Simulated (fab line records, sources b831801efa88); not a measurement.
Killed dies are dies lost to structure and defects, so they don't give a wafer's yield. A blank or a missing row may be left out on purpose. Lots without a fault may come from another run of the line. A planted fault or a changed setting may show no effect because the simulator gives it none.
Chamber matching | flow sky130 | SKY_VIA1_CMP_02 on cmp-01: 3 sister chambers
The step polishes SiO2. 6 wafers are shown with their chamber, then 6 later ones without.

WAFERS WITH THEIR CHAMBER
wafer  | chamber | motor_current_A (A) | edge_zone_pressure_frac
L351.2 | 2       | 13.2                | 0.994
L351.5 | 2       | 14.0                | 0.997
L359.1 | 0       | 12.3                | 0.996
L359.5 | 3       | 10.5                | 1.003
L361.1 | 3       | 10.8                | 0.994
L361.3 | 0       | 12.1                | 0.998

WAFERS WITHOUT THEIR CHAMBER
wafer  | motor_current_A (A) | edge_zone_pressure_frac
L361.5 | 12.7                | 1.009
L364.1 | 12.1                | 0.990
L364.5 | 13.8                | 1.000
L366.2 | 10.8                | 0.993
L366.3 | 13.4                | 1.001
L366.5 | 13.3                | 1.002

WHICH CHAMBER EACH WENT THROUGH
wafer  | from the rows above     | in truth
L361.5 | can't be placed: 0 or 2 | 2
L364.1 | 0                       | 0
L364.5 | 2                       | 2
L366.2 | 3                       | 3
L366.3 | 2                       | 2
L366.5 | can't be placed: 2 or 0 | 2
Placed correctly: 4 of 6. Can't be placed from these rows: 2 (the true chamber is among the candidates in 2). Placed wrongly: 0.
How it was worked out, from the rows above alone: a wafer's distance from a chamber is the root of the sum, over the readings, of the square of ((its reading less the chamber's mean) divided by the reading's scatter). The wafer belongs to the nearest chamber; if the next one is less than 2 further off, it can't be placed. A chamber's mean is the mean of its shown wafers. The scatter: the root of (the sum of the squares of (reading less its chamber's mean) over the shown wafers, divided by (wafers less chambers)).
